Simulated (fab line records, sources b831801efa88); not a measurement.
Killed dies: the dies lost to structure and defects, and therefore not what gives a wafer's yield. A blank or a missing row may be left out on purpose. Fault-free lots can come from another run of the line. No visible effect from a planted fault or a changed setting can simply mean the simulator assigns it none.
Which tool is to blame? | flow gf180mcu | 15 lots, 45 wafers sampled, at 3 steps of a route of 602

WHAT EACH GAUGE READ, for each wafer
GF_CONTACT_THK_MEAS_26: measures by xrf. Usual: for CONTACT_W_THK the level is 292 nm and the standard deviation is 4.8.
lot  | measured     | on            | CONTACT_W_THK (nm) | flag
L335 | day 16 05:43 | film_metro-01 | 292 293 286        |
L338 | day 17 12:56 | film_metro-01 | 289 289 292        |
L337 | day 17 13:13 | film_metro-03 | 285 292 286        |
L339 | day 17 21:21 | film_metro-03 | 292 289 291        |
L340 | day 18 11:20 | film_metro-04 | 291 294 287        |
L341 | day 18 12:17 | film_metro-04 | 299 305 303        |
L342 | day 19 01:36 | film_metro-04 | 295 298 295        |
L344 | day 19 20:46 | film_metro-04 | 292 294 291        |
L346 | day 20 11:42 | film_metro-03 | 284 290 286        |
L347 | day 20 13:07 | film_metro-01 | 298 296 291        |
L348 | day 21 11:02 | film_metro-04 | 295 300 304        |
L355 | day 23 01:51 | film_metro-04 | 301 294 296        |
L356 | day 23 08:35 | film_metro-01 | 287 297 294        |
L357 | day 23 19:11 | film_metro-01 | 294 293 291        |
L358 | day 23 20:47 | film_metro-03 | 292 288 293        |

GF_M1_OVL_MEAS_15. Usual: for M1_OVL the level is -3 nm and the standard deviation is 5.2.
lot  | measured     | on         | M1_OVL (nm) | flag
L335 | day 17 04:25 | overlay-02 | -6 -8 -8    |
L338 | day 18 12:54 | overlay-02 | 6 1 -4      |
L337 | day 18 13:15 | overlay-01 | -5 -6 -5    |
L339 | day 18 21:28 | overlay-02 | -1 -1 5     |
L340 | day 19 11:36 | overlay-02 | -6 -2 -5    |
L341 | day 19 12:51 | overlay-02 | 4 -1 -2     |
L342 | day 20 02:49 | overlay-02 | -2 -2 4     |
L344 | day 20 21:40 | overlay-02 | -5 -6 -5    |
L346 | day 21 12:24 | overlay-02 | -6 -4 -3    |
L347 | day 21 13:24 | overlay-01 | 11 4 -9     |
L348 | day 22 10:46 | overlay-01 | 3 -1 5      |
L355 | day 24 00:54 | overlay-02 | -11 -1 -5   |
L356 | day 24 07:04 | overlay-01 | -3 7 0      |
L357 | day 24 17:19 | overlay-01 | 3 7 6       |
L358 | day 24 19:37 | overlay-02 | -6 -5 0     |

GF_V1_BOW_MEAS_05. Usual: for V1_BOW the level is 82 um and the standard deviation is 7.8.
lot  | measured     | on            | V1_BOW (um) | flag
L335 | day 17 05:43 | film_metro-04 | 86 82 82    |
L338 | day 18 14:32 | film_metro-03 | 76 81 72    |
L337 | day 18 14:31 | film_metro-04 | 81 78 86    |
L339 | day 18 22:44 | film_metro-03 | 88 77 80    |
L340 | day 19 12:52 | film_metro-04 | 85 89 93    |
L341 | day 19 14:08 | film_metro-04 | 80 76 81    |
L342 | day 20 04:11 | film_metro-04 | 68 86 81    |
L344 | day 20 23:02 | film_metro-04 | 84 87 85    |
L346 | day 21 13:43 | film_metro-04 | 70 70 64    |
L347 | day 21 14:49 | film_metro-02 | 71 59 64    |
L348 | day 22 12:07 | film_metro-04 | 79 79 85    |
L355 | day 24 02:11 | film_metro-03 | 87 82 92    |
L356 | day 24 08:21 | film_metro-04 | 68 75 74    |
L357 | day 24 18:35 | film_metro-03 | 97 93 92    |
L358 | day 24 21:42 | film_metro-03 | 88 72 82    |

WHICH TOOL RAN EACH LOT (tool, then ch and the chambers of the sampled wafers, then the start)
The record shows no process step preceding these readings.

WHAT THE TOOLS THEMSELVES READ (means of the sampled wafers that have a number; where no wafer has one, the mark that the record gives instead)
The record holds no such reading with a usual standard deviation.

THE ANSWER, worked out from the rows above alone
Rule: a lot counts as off when the mean over its wafers that have a number is more than 3 standard deviations away from the usual mean. A lot without any number at a reading at which 4 lots or more have one is off too. All remaining lots with rows at the step are treated as sound. After the gauges, taken in route order, come the tools' own readings; for these a lot's mean is taken, as printed above. The first step at which some lot is off is used, and at that step the reading that is off furthest; a lot without a number counts as furthest.
None of the lots is off at any reading shown; this tells nothing.

WHAT HAD BEEN PUT IN BY THE SIMULATOR
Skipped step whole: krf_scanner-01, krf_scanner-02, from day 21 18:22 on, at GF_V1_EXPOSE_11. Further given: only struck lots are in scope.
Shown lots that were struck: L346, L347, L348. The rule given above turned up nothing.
